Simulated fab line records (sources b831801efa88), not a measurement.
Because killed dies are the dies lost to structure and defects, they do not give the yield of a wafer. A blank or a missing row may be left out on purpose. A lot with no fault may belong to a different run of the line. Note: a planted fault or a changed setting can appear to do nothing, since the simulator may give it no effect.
Struck lot and sound lot, side by side	flow sky130	18 steps out of a route of 708
Sound: these wafers, L412.2, L412.3, L412.6. Struck: wafer L402.6. (L402.4, L402.5 of the same lot were not struck and are left out.) The cause comes at the end.
For every step that has rows: the tool of each side, followed by ch and its chambers, followed by its first start. Under that, the readings that differ: sound wafers	struck wafers	difference of the means	sigmas: that difference in standard deviations of wafers without a fault.
alike: same words and numbers on both sides, and readings whose means sit less than 2 such deviations apart. not compared: any withheld reading, any reading some wafer has no value for, any bound like >300 that may hide the same value, and any number with overlapping values for which the record gives no deviation.
The two part at a step that has a row with sigmas, a row that says differs or no value, or rows on one side only. Non-overlapping numbers with no deviation appear without sigmas and do not part them. Lack of a reading on every wafer of one side parts them only where that side has two or more wafers.

first, 3 steps without rows for these wafers: SKY_VIA3_EXPOSE_09 (exposes mask VIM3, target cd 200 nm); SKY_VIA3_PEB_10; SKY_VIA3_DEVELOP_11 (develop time 60 s).
SKY_VIA3_CD_MEAS_12: target cd 200 nm.
  sound: cd sem-02 at day 45 02:41; struck: cd sem-02 at day 42 07:11
  alike: cd nm
SKY_VIA3_OVL_MEAS_13:
  sound: overlay-01 at day 45 02:47; struck: overlay-02 at day 42 07:16
  alike: VIA3_OVL
SKY_VIA3_ETCH_14: etches BARC in N2/H2, stops on SiO2, time 45.9 s, target depth 60 nm.
  sound on rie diel-04 ch 0,1, day 45 02:49; struck on rie diel-02 ch 1, day 42 07:17
reading	sound	struck	difference	sigmas
throttle valve pct (%)	13.231 13.227 13.234	13.210	-0.021	-2
  alike: bias w, drypump motor current A, oes product au, rf fwd power W
  not compared: rf hours counter h
SKY_VIA3_ETCH_15: etches SiO2 in C4F8/O2/Ar, stops on TiN, target depth 507 nm, time 78 s.
  sound on rie diel-04 ch 0,1, day 45 02:52; struck on rie diel-02 ch 1, day 42 07:19
reading	sound	struck	difference	sigmas
oes product au (a.u.)	0.948 0.946 0.941	0.959	+0.014	+3
  alike: bias w, rf fwd power W
  not compared: rf hours counter h
SKY_VIA3_STRIP_16: strips in O2/N2.
  sound on plasma asher-04 ch 0,1, day 45 02:55; struck on plasma asher-04 ch 0, day 42 07:25
  alike: drypump motor current A, oes product au, strip time to endpoint s
  not compared: rf hours counter h
then, 3 steps without rows for these wafers: SKY_VIA3_STRIP_17 (strips in post etch residue remover, time 1200 s); SKY_VIA3_CLEAN_18 (cleans in IPA, time 180 s); SKY_VIA3_CLEAN_19 (cleans in O3/DIW).
SKY_VIA3_SPUTTER_20: material TiN, target thk 20 nm, time 80 s.
  sound: pvd sputter-03 at day 45 03:31; struck: pvd sputter-03 at day 42 08:28
  alike: throttle valve pct
SKY_VIA3_CVD_21: deposits W, target thk 390 nm, time 117.31 s.
  sound on cvd w-01 ch 0, day 45 03:34; struck on cvd w-01 ch 0, day 42 08:34
reading	sound	struck	difference	sigmas
model.W_of_VIA3_CVD_21.thk nm (nm)	379.2 381.3 379.4	516.1	+136.1	
  alike: heater power w
SKY_VIA3_RS_MEAS_22: measures by four-point-probe.
  sound: film metro-02 at day 45 03:43; struck: film metro-01 at day 42 09:06
reading	sound	struck	difference	sigmas
VIA3_W_RS (ohm/sq)	0.302 0.300 0.303	0.222	-0.080	-19
  not compared: hold
SKY_VIA3_THK_MEAS_23: measures by xrf.
  sound: film metro-02 at day 45 03:49; struck: film metro-01 at day 42 11:08
reading	sound	struck	difference	sigmas
VIA3_W_THK (nm)	386 387 386	525	+139	+21
  not compared: hold
SKY_VIA3_CMP_24: polishes, stops on SiO2, t overpolish 20 s, target thk 0 nm.
  sound on cmp-01 ch 1,2,3, day 45 04:02; struck on cmp-01 ch 3, day 42 13:11
reading	sound	struck	difference	sigmas
hold	- - -	await dispo/1.9h/release	no value on the sound wafers	
time to endpoint s (s)	94 91 91	125	+33	+8
  alike: motor current A
SKY_METAL4_SPUTTER_00: material Ti, target thk 15 nm, time 10 s.
  sound: pvd sputter-01 at day 45 04:17; struck: pvd sputter-04 at day 42 13:20
  alike: throttle valve pct
-- the record jumps here: 6 days lie between the struck wafers' starts before and after (it left off in module METAL4 and takes up again in module PAD_OPEN, whose first step shown is number 708 of the route) --
SKY_PAD_OPEN_PROBE_99:
  sound: prober-01 at day 50 10:10; struck: prober-02 at day 48 01:53
  alike: defect limited yield, killed_at_M0_to_M3, killed_at_M4_up, killed at contacts, killed at front end, killed at other, killed dies, killed open, killed short, sort_bin_3_pad_short, sort_bin_5_function, sort_bin_6_memory, sort n pass, sort yield pct

WHERE THEY PART
Earliest at SKY_VIA3_ETCH_14; latest, in this record, at SKY_VIA3_CMP_24. Later steps at which nothing parts them and some readings are alike: SKY_METAL4_SPUTTER_00, SKY_PAD_OPEN_PROBE_99.

WHY: the cause the simulator had injected
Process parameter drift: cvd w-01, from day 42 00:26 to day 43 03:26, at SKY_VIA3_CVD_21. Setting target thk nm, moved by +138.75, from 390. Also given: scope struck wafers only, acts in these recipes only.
